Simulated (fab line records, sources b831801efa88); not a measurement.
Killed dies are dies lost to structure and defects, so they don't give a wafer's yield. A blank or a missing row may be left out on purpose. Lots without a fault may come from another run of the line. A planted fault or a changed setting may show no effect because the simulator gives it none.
fab line records | flow sky130
record lots=24 wafers=72 last_day=52
route steps=708 shown FIELD_ISO@15 METAL1@450 METAL3@534 METAL4@635 METAL5@666
lots that met no fault: from a run of the same line without faults
start_h: hours from the record's first day to the start of the lot's first wafer shown | wait_h: hours since the lot's step before | " the same as in the row above | L1.1+2: a row that stands for several wafers | - no value, or no start given | * or withheld: withheld | < > ~ a bound
route shown NAME@n: a module of which the file shows steps, and the number in the route of the first | usual: mean/standard deviation of fault-free wafers | same: alike in all rows | chamber/n: place in a boat | sites: the reading at each site | _std_site: their standard deviation | _edge_site: outer sites' mean less inner sites' | radius_mm: how far each site lies from the wafer's centre | mask NAME#n: copy n | behind: the tool/chamber that last shaped the wafer | hold: why the lot was held/for how many hours/how that ended | device: the transistor (n, p or np) that didn't switch | end of line: the same wafers' tests at the end of the route | a step without rows: its recipe alone | killed: dies lost to structure and defects at the first sort, not the wafer's yield | map: a wafer's dies, x killed, . not, _ none there
set.NAME: the setting as run; set.NAME@STEP: as run at that earlier step | model.NAME: the simulator's own value behind a step, which no gauge read
steps of the route over a sample of lots; a table a step, a row a wafer
services: from which hour (start_h, from the record's first day; less than 0 if before it) a tool's chamber was out of use, for how many hours, and why
## steps
# step SKY_FIELD_ISO_ETCH_14
# recipe chemistry=N2/H2 target=BARC ion_energy_ev=200 source_w=500 bias_w=100 pressure_mtorr=30 n2_flow_sccm=100 h2_flow_sccm=200 stop_on=SiO2 time_s=45.9 target_depth_a=600
# usual drypump_motor_current_A=5.8/0.7 h2_flow_sccm=199.9/0.57 oes_product_au=0.855/0.0048 throttle_valve_pct=13.225/0.0093
# columns lot.wafer tool chamber start_h wait_h drypump_motor_current_A h2_flow_sccm oes_product_au rf_hours_counter_h throttle_valve_pct
L074.1 rie_diel-04 2 28.71 0.1 5.2 200.4 0.856 18 13.231
L074.2 " 3 " " 5.8 200.1 0.852 1 13.236
L074.3 " 1 " " 6.4 199.1 0.866 5 13.223
L075.1 rie_diel-03 3 33.16 0.1 6.0 199.4 0.851 115 13.225
L075.3 " 2 " " 4.8 200.3 0.845 150 13.221
L075.6 " 2 " " 4.8 199.6 0.855 - 13.218
L076.1 rie_diel-02 1 38.73 0.1 5.2 199.7 0.856 87 13.220
L076.3 " 3 " " 6.7 199.3 0.862 85 13.231
L076.6 " 0 " " 6.6 200.2 0.849 - 13.230
L077.1 rie_diel-02 0 44.78 0.1 6.7 199.8 0.856 92 13.238
L077.3 " 3 " " 6.7 199.3 0.858 - 13.216
L077.4 " 0 " " 6.6 199.4 0.854 - 13.214
L078.2 rie_diel-03 1 52.21 0.1 5.5 199.2 0.849 100 13.217
L078.4 " 0 " " 4.8 198.4 0.854 9 13.214
L078.5 " 3 " " 6.0 199.6 0.851 - 13.227
L079.1 rie_diel-03 1 56.76 0.1 5.5 200.4 0.849 100 13.216
L079.4 " 2 " " 4.8 199.9 0.856 151 13.224
L079.5 " 3 " " 6.1 200.2 0.856 - 13.239
L080.1 rie_diel-03 1 60.46 0.1 5.4 199.3 0.850 100 13.224
L080.2 " 0 " " 4.8 201.0 0.858 9 13.220
L080.6 " 0 " " 4.8 201.3 0.856 - 13.228
L081.2 rie_diel-04 1 65.21 0.1 6.3 200.7 0.854 5 13.216
L081.4 " 3 " " 5.8 200.2 0.852 1 13.219
L081.6 " 1 " " 6.4 200.0 0.857 - 13.237
L082.2 rie_diel-03 1 69.08 0.1 5.4 198.6 0.852 100 13.222
L082.3 " 3 " " 6.1 200.8 0.862 116 13.224
L082.4 " 2 " " 4.8 200.0 0.856 151 13.216
L083.2 rie_diel-04 0 74.68 0.1 6.4 200.8 0.859 91 13.242
L083.4 " 2 " " 5.2 199.7 0.856 18 13.222
L083.5 " 0 " " 6.4 199.8 0.858 - 13.217
L084.1 rie_diel-02 2 81.28 0.1 6.5 200.5 0.863 121 13.218
L084.3 " 1 " " 5.2 200.0 0.854 88 13.219
L084.6 " 0 " " 6.7 200.3 0.860 - 13.231
L085.1 rie_diel-04 1 87.78 0.1 6.4 199.9 0.859 5 13.218
L085.2 " 2 " " 5.2 199.7 0.854 19 13.243
L085.4 " 3 " " 5.7 199.4 0.858 1 13.222
L086.2 rie_diel-03 2 92.16 0.1 4.7 199.9 0.861 151 13.206
L086.4 " 3 " " 6.1 200.1 0.851 116 13.227
L086.5 " 0 " " 4.8 199.7 0.855 - 13.228
L087.1 rie_diel-02 1 96.96 0.1 5.2 199.9 0.860 88 13.218
L087.3 " 0 " " 6.7 199.6 0.851 93 13.226
L087.4 " 3 " " 6.7 200.3 0.850 86 13.225
L088.1 rie_diel-02 0 102.31 0.1 6.7 199.9 0.862 93 13.225
L088.4 " 3 " " 6.7 199.6 0.857 86 13.222
L088.6 " 0 " " 6.7 200.2 0.853 - 13.215
L089.1 rie_diel-03 0 106.71 0.1 4.8 200.1 0.859 11 13.231
L089.2 " 2 " " 4.8 201.8 0.856 152 13.229
L089.5 " 1 " " 5.5 201.1 0.850 - 13.237
L090.1 rie_diel-04 2 111.43 0.1 5.2 199.7 0.853 19 13.225
L090.5 " 2 " " 5.2 199.5 0.858 - 13.230
L090.6 " 1 " " 6.4 200.2 0.854 - 13.233
L091.1 rie_diel-03 2 115.28 0.1 4.7 199.9 0.846 152 13.223
L091.3 " 1 " " 5.5 199.6 0.864 101 13.228
L091.6 " 2 " " 4.8 199.8 0.855 - 13.219
L093.2 rie_diel-02 0 206.48 0.1 6.7 200.2 0.852 95 13.205
L093.4 " 1 " " 5.2 200.5 0.850 90 13.218
L093.6 " 2 " " 6.5 199.7 0.853 - 13.218
L092.2 rie_diel-04 3 206.53 0.1 5.8 200.4 0.862 2 13.222
L092.4 " 0 " " 6.4 200.4 0.854 93 13.236
L092.6 " 2 " " 5.2 199.8 0.847 - 13.223
L094.2 rie_diel-02 2 206.83 0.1 6.5 200.5 0.849 123 13.229
L094.3 " 3 " " 6.8 199.8 0.854 88 13.228
L094.4 " 1 " " 5.2 200.7 0.848 90 13.231
L097.2 rie_diel-04 3 206.88 0.1 5.8 200.8 0.849 3 13.223
L097.3 " 2 " " 5.2 200.2 0.848 21 13.233
L097.5 " 0 " " 6.4 199.4 0.860 - 13.229
L095.2 rie_diel-02 1 206.95 0.1 5.2 199.3 0.857 90 13.236
L095.3 " 3 " " 6.7 199.3 0.851 88 13.220
L095.4 " 0 " " 6.7 199.9 0.853 95 13.227
L096.2 rie_diel-04 0 207.18 0.1 6.4 199.0 0.861 93 13.216
L096.4 " 2 " " 5.2 200.0 0.853 21 13.226
L096.6 " 3 " " 5.8 199.7 0.853 - 13.222
# step SKY_METAL1_OVL_MEAS_16
# usual METAL1_OVL=0/4.7
# columns lot.wafer tool chamber start_h wait_h METAL1_OVL[nm]
L074.1 overlay-01 - 711.91 0.1 -6
L074.2 " - " " 4
L074.3 " - " " -1
L075.1 overlay-02 - 712.56 0.1 1
L075.3 " - " " -1
L075.6 " - " " -4
L076.1 overlay-01 - 715.06 0.1 7
L076.3 " - " " 8
L076.6 " - " " 3
L077.1 overlay-01 - 715.58 0.1 2
L077.3 " - " " -6
L077.4 " - " " -1
L078.2 overlay-01 - 729.68 0.1 4
L078.4 " - " " -3
L078.5 " - " " 5
L080.1 overlay-01 - 739.21 0.1 -7
L080.2 " - " " -7
L080.6 " - " " -1
L079.1 overlay-01 - 741.61 0.1 -3
L079.4 " - " " -1
L079.5 " - " " -5
L081.2 overlay-02 - 755.30 0.1 -4
L081.4 " - " " 1
L081.6 " - " " -5
L082.2 overlay-01 - 763.88 0.1 8
L082.3 " - " " 4
L082.4 " - " " 0
L084.1 overlay-02 - 765.73 0.1 -1
L084.3 " - " " -1
L084.6 " - " " 4
L083.2 overlay-02 - 766.71 0.1 2
L083.4 " - " " 5
L083.5 " - " " 3
L085.1 overlay-02 - 773.11 0.1 3
L085.2 " - " " 9
L085.4 " - " " -1
L086.2 overlay-02 - 781.06 0.1 -10
L086.4 " - " " -5
L086.5 " - " " 2
L087.1 overlay-01 - 789.03 0.1 -2
L087.3 " - " " -2
L087.4 " - " " -12
L088.1 overlay-01 - 790.93 0.1 4
L088.4 " - " " 7
L088.6 " - " " 9
L089.1 overlay-02 - 800.15 0.1 4
L089.2 " - " " 8
L089.5 " - " " 2
L090.1 overlay-01 - 812.81 0.1 4
L090.5 " - " " -2
L090.6 " - " " 5
L091.1 overlay-02 - 819.91 0.1 1
L091.3 " - " " 0
L091.6 " - " " -3
L094.2 overlay-01 - 1004.11 0.1 -11
L094.3 " - " " -5
L094.4 " - " " -10
L092.2 overlay-02 - 1008.58 0.1 2
L092.4 " - " " 4
L092.6 " - " " -3
L093.2 overlay-01 - 1009.88 0.1 -4
L093.4 " - " " -1
L093.6 " - " " -3
L095.2 overlay-02 - 1010.86 0.1 3
L095.3 " - " " -1
L095.4 " - " " -2
L096.2 overlay-01 - 1011.01 0.1 4
L096.4 " - " " 11
L096.6 " - " " -2
L097.2 overlay-02 - 1012.61 0.1 -5
L097.3 " - " " 6
L097.5 " - " " 0
# step SKY_METAL3_SPUTTER_02
# recipe material=AlCu target_thk_nm=735 power_w=10600 time_s=39.1 chamber_pressure_pa=0.4
# usual throttle_valve_pct=29.6/1.3
# columns lot.wafer tool chamber start_h wait_h throttle_valve_pct
L074.1 pvd_sputter-01 - 799.96 0.0 31.7
L074.2 " - " " 29.1
L074.3 " - " " 28.5
L075.1 pvd_sputter-04 - 800.88 0.0 29.0
L075.3 " - " " 32.3
L075.6 " - " " 27.9
L076.1 pvd_sputter-04 - 802.13 0.0 29.2
L076.3 " - " " 28.2
L076.6 " - " " 28.3
L077.1 pvd_sputter-02 - 804.82 0.0 30.1
L077.3 " - " " 28.9
L077.4 " - " " 30.2
L078.2 pvd_sputter-04 - 815.23 0.0 32.1
L078.4 " - " " 28.0
L078.5 " - " " 28.1
L080.1 pvd_sputter-02 - 825.43 0.0 30.0
L080.2 " - " " 29.7
L080.6 " - " " 29.1
L079.1 pvd_sputter-01 - 827.76 0.0 31.4
L079.4 " - " " 30.8
L079.5 " - " " 29.4
L081.2 pvd_sputter-01 - 840.72 0.0 31.4
L081.4 " - " " 30.9
L081.6 " - " " 28.3
L082.2 pvd_sputter-04 - 849.22 0.0 28.2
L082.3 " - " " 32.0
L082.4 " - " " 29.0
L084.1 pvd_sputter-04 - 851.08 0.0 28.1
L084.3 " - " " 28.7
L084.6 " - " " 28.0
L083.2 pvd_sputter-04 - 853.35 0.0 29.2
L083.4 " - " " 28.1
L083.5 " - " " 28.3
L085.1 pvd_sputter-02 - 858.61 0.0 30.0
L085.2 " - " " 29.9
L085.4 " - " " 29.1
L086.2 pvd_sputter-01 - 867.41 0.0 31.6
L086.4 " - " " 29.3
L086.5 " - " " 28.9
L087.1 pvd_sputter-01 - 875.68 0.0 28.5
L087.3 " - " " 29.0
L087.4 " - " " 31.3
L088.1 pvd_sputter-04 - 878.03 0.0 27.7
L088.4 " - " " 28.2
L088.6 " - " " 28.0
L089.1 pvd_sputter-02 - 887.01 0.0 29.1
L089.2 " - " " 30.1
L089.5 " - " " 29.8
L090.1 pvd_sputter-02 - 898.70 0.0 29.9
L090.5 " - " " 30.1
L090.6 " - " " 29.8
L091.1 pvd_sputter-02 - 906.94 0.0 29.9
L091.3 " - " " 29.7
L091.6 " - " " 29.8
L094.2 pvd_sputter-04 - 1073.84 0.0 29.0
L094.3 " - " " 31.8
L094.4 " - " " 27.9
L092.2 pvd_sputter-02 - 1077.10 0.0 30.1
L092.4 " - " " 30.3
L092.6 " - " " 30.0
L093.2 pvd_sputter-04 - 1078.15 0.0 28.9
L093.4 " - " " 28.1
L093.6 " - " " 29.1
L095.2 pvd_sputter-01 - 1079.61 0.0 28.3
L095.3 " - " " 31.4
L095.4 " - " " 30.8
L096.2 pvd_sputter-04 - 1080.53 0.0 29.0
L096.4 " - " " 28.3
L096.6 " - " " 32.1
L097.2 pvd_sputter-04 - 1081.34 0.0 32.0
L097.3 " - " " 29.0
L097.5 " - " " 28.1
# step SKY_METAL3_ETCH_17
# recipe target=SiO2 stop_on=TiN chemistry=C4F8/O2/Ar source_w=1500 bias_w=1200 pressure_mtorr=40 c4f8_flow_sccm=withheld O2_flow_sccm=6 Ar_flow_sccm=300 time_s=3.9 target_depth_a=150
# usual oes_product_au=0.755/0.0066
# columns lot.wafer tool chamber start_h wait_h oes_product_au rf_hours_counter_h
L074.1 rie_diel-04 1 853.97 0.1 0.756 20
L074.2 " 0 " " 0.760 7
L074.3 " 3 " " 0.745 16
L075.1 rie_diel-04 2 855.32 0.1 0.753 1
L075.3 " 1 " " 0.756 20
L075.6 " 1 " " 0.762 -
L076.1 rie_diel-02 0 856.57 0.1 0.750 10
L076.3 " 1 " " 0.756 9
L076.6 " 2 " " 0.765 -
L077.1 rie_diel-04 0 857.82 0.1 0.739 7
L077.3 " 3 " " 0.744 16
L077.4 " 1 " " 0.751 20
L078.2 rie_diel-02 1 869.17 0.1 0.751 9
L078.4 " 2 " " 0.767 12
L078.5 " 0 " " 0.755 -
L080.1 rie_diel-02 0 879.20 0.1 0.753 10
L080.2 " 1 " " 0.747 9
L080.6 " 1 " " 0.766 -
L079.1 rie_diel-04 2 881.20 0.1 0.758 1
L079.4 " 0 " " 0.747 8
L079.5 " 2 " " 0.760 -
L081.2 rie_diel-04 3 894.37 0.1 0.754 16
L081.4 " 2 " " 0.760 2
L081.6 " 1 " " 0.750 -
L082.2 rie_diel-02 0 903.37 0.1 0.758 11
L082.3 " 3 " " 0.752 11
L082.4 " 2 " " 0.755 14
L084.1 rie_diel-01 1 904.40 0.1 0.761 19
L084.3 " 2 " " 0.755 4
L084.6 " 2 " " 0.748 -
L083.2 rie_diel-04 3 906.13 0.1 0.750 17
L083.4 " 2 " " 0.754 2
L083.5 " 0 " " 0.743 -
L085.1 rie_diel-01 2 911.95 0.2 0.741 4
L085.2 " 1 " " 0.751 19
L085.4 " 3 " " 0.746 -
L086.2 rie_diel-01 1 921.40 0.1 0.760 20
L086.4 " 0 " " 0.757 0
L086.5 " 2 " " 0.750 -
L087.1 rie_diel-01 3 929.77 0.1 0.757 17
L087.3 " 2 " " 0.747 4
L087.4 " 0 " " 0.760 1
L088.1 rie_diel-02 1 932.60 0.1 0.753 11
L088.4 " 3 " " 0.757 11
L088.6 " 1 " " 0.749 -
L089.1 rie_diel-01 3 939.95 0.1 0.742 17
L089.2 " 2 " " 0.746 5
L089.5 " 3 " " 0.762 -
L090.1 rie_diel-04 0 951.82 0.1 0.751 10
L090.5 " 3 " " 0.762 -
L090.6 " 0 " " 0.758 -
L091.1 rie_diel-01 3 959.37 0.1 0.754 18
L091.3 " 2 " " 0.762 5
L091.6 " 3 " " 0.758 -
L094.2 rie_diel-04 0 1111.67 0.1 0.758 14
L094.3 " 2 " " 0.758 9
L094.4 " 0 " " 0.760 -
L092.2 rie_diel-04 0 1114.45 0.1 0.763 14
L092.4 " 3 " " 0.763 24
L092.6 " 1 " " 0.762 -
L093.2 rie_diel-04 1 1114.85 0.1 0.751 5
L093.4 " 2 " " 0.754 9
L093.6 " 0 " " 0.749 -
L095.2 rie_diel-04 2 1116.47 0.1 0.753 9
L095.3 " 3 " " 0.747 24
L095.4 " 1 " " 0.753 5
L096.2 rie_diel-04 2 1117.17 0.1 0.759 9
L096.4 " 0 " " 0.746 14
L096.6 " 2 " " 0.768 -
L097.2 rie_diel-04 1 1118.45 0.1 0.753 5
L097.3 " 0 " " 0.756 14
L097.5 " 1 " " 0.759 -
# step SKY_METAL4_STRIP_19
# recipe chemistry=O2/N2 power_w=1400 pressure_mtorr=1500 platen_temp_c=withheld o2_flow_sccm=3000 n2_flow_sccm=300 overash_fraction=0.5
# usual drypump_motor_current_A=5.7/0.32 oes_product_au=0.505/0.0064 strip_time_to_endpoint_s=6.58/0.083
# columns lot.wafer tool chamber start_h wait_h drypump_motor_current_A oes_product_au rf_hours_counter_h strip_time_to_endpoint_s
L074.1 plasma_asher-04 0 936.89 0.1 5.6 0.490 18 6.50
L074.2 " 1 " " 5.9 0.498 18 6.56
L074.3 " 0 " " 5.6 0.500 - 6.46
L075.1 plasma_asher-04 0 937.59 0.1 5.6 0.496 18 6.40
L075.3 " 1 " " 5.9 0.505 - 6.60
L075.6 " 1 " " 5.9 0.500 - 6.64
L076.1 plasma_asher-01 0 938.92 0.1 5.2 0.499 76 6.60
L076.3 " 0 " " 5.2 0.498 - 6.58
L076.6 " 0 " " 5.2 0.504 - 6.55
L077.1 plasma_asher-04 0 940.64 0.1 5.5 0.503 19 6.53
L077.3 " 0 " " 5.5 0.507 - 6.61
L077.4 " 1 " " 5.9 0.505 - 6.53
L078.2 plasma_asher-03 1 951.47 0.1 6.2 0.510 113 6.70
L078.4 " 1 " " 6.2 0.496 - 6.55
L078.5 " 0 " " 5.8 0.507 - 6.64
L080.1 plasma_asher-04 1 960.17 0.1 5.9 0.509 21 6.70
L080.2 " 0 " " 5.6 0.494 21 6.57
L080.6 " 1 " " 5.9 0.501 - 6.54
L079.1 plasma_asher-03 1 962.27 0.1 6.2 0.485 114 6.44
L079.4 " 1 " " 6.2 0.508 - 6.64
L079.5 " 1 " " 6.2 0.503 - 6.45
L081.2 plasma_asher-01 1 974.19 0.1 6.0 0.509 80 6.54
L081.4 " 0 " " 5.3 0.504 - 6.60
L081.6 " 0 " " 5.2 0.516 - 6.69
L082.2 plasma_asher-01 0 983.93 0.2 5.2 0.508 80 6.57
L082.3 " 0 " " 5.3 0.492 - 6.45
L082.4 " 1 " " 6.1 0.509 - 6.62
L084.1 plasma_asher-01 0 985.17 0.1 5.2 0.509 81 6.64
L084.3 " 0 " " 5.3 0.504 - 6.57
L084.6 " 1 " " 6.0 0.500 - 6.56
L083.2 plasma_asher-03 1 986.46 0.1 6.2 0.507 116 6.60
L083.4 " 0 " " 5.8 0.500 - 6.63
L083.5 " 1 " " 6.2 0.509 - 6.61
L085.1 plasma_asher-01 0 992.97 0.1 5.2 0.508 81 6.67
L085.2 " 1 " " 6.1 0.506 81 6.63
L085.4 " 1 " " 6.1 0.500 - 6.57
L086.2 plasma_asher-01 1 1000.57 0.1 6.1 0.509 82 6.74
L086.4 " 1 " " 6.1 0.495 - 6.54
L086.5 " 1 " " 6.0 0.503 - 6.44
L087.1 plasma_asher-04 0 1009.89 0.1 5.5 0.509 26 6.61
L087.3 " 0 " " 5.5 0.500 - 6.57
L087.4 " 1 " " 5.9 0.507 - 6.56
L088.1 plasma_asher-04 1 1011.72 0.1 5.9 0.509 26 6.56
L088.4 " 1 " " 5.9 0.508 - 6.58
L088.6 " 1 " " 5.9 0.491 - 6.54
L089.1 plasma_asher-04 0 1017.99 0.1 5.6 0.499 27 6.64
L089.2 " 1 " " 5.9 0.506 27 6.61
L089.5 " 0 " " 5.5 0.512 - 6.70
L090.1 plasma_asher-03 0 1029.84 0.1 5.8 0.491 121 6.35
L090.5 " 1 " " 6.2 0.505 - 6.60
L090.6 " 0 " " 5.8 0.494 - 6.39
L091.1 plasma_asher-01 1 1034.79 0.1 6.0 0.510 85 6.63
L091.3 " 0 " " 5.3 0.505 - 6.61
L091.6 " 1 " " 6.1 0.497 - 6.59
L094.2 plasma_asher-01 1 1166.99 0.1 6.0 0.502 96 6.63
L094.3 " 1 " " 6.1 0.504 - 6.61
L094.4 " 0 " " 5.3 0.502 - 6.50
L092.2 plasma_asher-04 0 1169.04 0.1 5.6 0.511 44 6.60
L092.4 " 0 " " 5.6 0.503 - 6.69
L092.6 " 0 " " 5.6 0.505 - 6.67
L093.2 plasma_asher-01 0 1170.67 0.1 5.3 0.509 97 6.65
L093.4 " 0 " " 5.2 0.494 - 6.39
L093.6 " 0 " " 5.2 0.507 - 6.63
L095.2 plasma_asher-03 0 1172.97 0.1 5.8 0.499 7 6.50
L095.3 " 1 " " 6.2 0.525 - 6.78
L095.4 " 0 " " 5.8 0.508 - 6.49
L096.2 plasma_asher-01 0 1173.32 0.1 5.3 0.508 97 6.53
L096.4 " 1 " " 6.1 0.498 - 6.61
L096.6 " 1 " " 6.1 0.497 - 6.58
L097.2 plasma_asher-04 0 1173.67 0.1 5.6 0.509 44 6.60
L097.3 " 0 " " 5.6 0.503 - 6.61
L097.5 " 1 " " 5.9 0.512 - 6.69
# step SKY_METAL5_RS_MEAS_05
# recipe thk_meas_gauge=four-point-probe reads=TiN_of_METAL5_SPUTTER_04+Ti_of_METAL5_SPUTTER_03+AlCu_of_METAL5_SPUTTER_02+TiN_of_METAL5_SPUTTER_01+Ti_of_METAL5_SPUTTER_00
# usual METAL5_ALCU_RS=0.02719/0.00028
# columns lot.wafer tool chamber start_h wait_h METAL5_ALCU_RS[ohm/sq]
L075.1 film_metro-01 - 964.95 0.0 0.02702
L075.3 " - " " 0.02687
L075.6 " - " " 0.02733
L074.1 film_metro-02 - 965.20 0.0 0.02695
L074.2 " - " " 0.02711
L074.3 " - " " 0.0272
L076.1 film_metro-02 - 966.97 0.0 0.02734
L076.3 " - " " 0.02704
L076.6 " - " " 0.02734
L077.1 film_metro-01 - 968.39 0.0 0.0269
L077.3 " - " " 0.02715
L077.4 " - " " 0.02711
L078.2 film_metro-01 - 978.82 0.0 0.02761
L078.4 " - " " 0.02688
L078.5 " - " " 0.02724
L080.1 film_metro-02 - 988.21 0.0 0.02687
L080.2 " - " " 0.0269
L080.6 " - " " 0.02723
L079.1 film_metro-02 - 990.63 0.0 0.02716
L079.4 " - " " 0.02736
L079.5 " - " " 0.02746
L081.2 film_metro-01 - 1001.97 0.0 0.02765
L081.4 " - " " 0.02717
L081.6 " - " " 0.02771
L082.2 film_metro-03 - 1011.93 0.0 0.02702
L082.3 " - " " 0.02689
L082.4 " - " " 0.02695
L084.1 film_metro-02 - 1012.51 0.0 0.02709
L084.3 " - " " 0.02682
L084.6 " - " " 0.02705
L083.2 film_metro-03 - 1013.26 0.0 0.02711
L083.4 " - " " 0.02723
L083.5 " - " " 0.02718
L085.1 film_metro-03 - 1018.73 0.0 0.02697
L085.2 " - " " 0.02673
L085.4 " - " " 0.02745
L086.2 film_metro-02 - 1025.97 0.0 0.02694
L086.4 " - " " 0.02741
L086.5 " - " " 0.027
L087.1 film_metro-01 - 1034.77 0.0 0.02688
L087.3 " - " " 0.02736
L087.4 " - " " 0.02681
L088.1 film_metro-01 - 1036.67 0.0 0.02724
L088.4 " - " " 0.02797
L088.6 " - " " 0.02756
L089.1 film_metro-01 - 1042.99 0.0 0.02716
L089.2 " - " " 0.02684
L089.5 " - " " 0.02671
L090.1 film_metro-02 - 1053.33 0.0 0.02685
L090.5 " - " " 0.02693
L090.6 " - " " 0.02703
L091.1 film_metro-02 - 1058.29 0.0 0.02688
L091.3 " - " " 0.02734
L091.6 " - " " 0.02708
L094.2 film_metro-03 - 1189.05 0.0 0.0273
L094.3 " - " " 0.02696
L094.4 " - " " 0.02695
L092.2 film_metro-01 - 1190.18 0.0 0.02722
L092.4 " - " " 0.02758
L092.6 " - " " 0.02796
L093.2 film_metro-02 - 1190.78 0.0 0.02684
L093.4 " - " " 0.02736
L093.6 " - " " 0.02662
L096.2 film_metro-01 - 1191.68 0.0 0.02727
L096.4 " - " " 0.02716
L096.6 " - " " 0.02724
L095.2 film_metro-02 - 1191.75 0.0 0.02723
L095.3 " - " " 0.02699
L095.4 " - " " 0.02712
L097.2 film_metro-01 - 1191.98 0.0 0.02757
L097.3 " - " " 0.02722
L097.5 " - " " 0.02739
## services
# columns tool chamber start_h hours kind
rie_diel-04 3 24.04 3.5 repair
rie_diel-04 3 31.21 10.6 repair
rie_diel-04 - 31.97 2.6 repair
rie_diel-02 2 38.38 8.5 repair
rie_diel-02 1 41.01 4.3 repair
rie_diel-02 - 131.37 1.1 repair
rie_diel-04 3 171.70 22.0 repair
rie_diel-04 1 179.71 4.7 repair
rie_diel-04 0 276.06 12.3 repair
rie_diel-04 - 298.52 1.3 repair
rie_diel-04 0 316.74 1.5 repair
rie_diel-04 3 326.84 5.4 repair
rie_diel-04 - 347.25 2.8 pm
rie_diel-04 0 371.37 34.3 repair
rie_diel-04 0 463.34 3.9 repair
rie_diel-04 1 475.90 25.3 repair
rie_diel-04 3 479.03 12.7 repair
rie_diel-04 2 569.97 6.2 repair
rie_diel-04 3 591.64 3.6 repair
rie_diel-04 3 605.63 6.5 repair
rie_diel-04 3 645.53 10.0 repair
rie_diel-04 2 661.07 4.5 repair
rie_diel-04 2 831.35 3.2 repair
rie_diel-04 1 1103.89 8.9 repair
## key
fault none
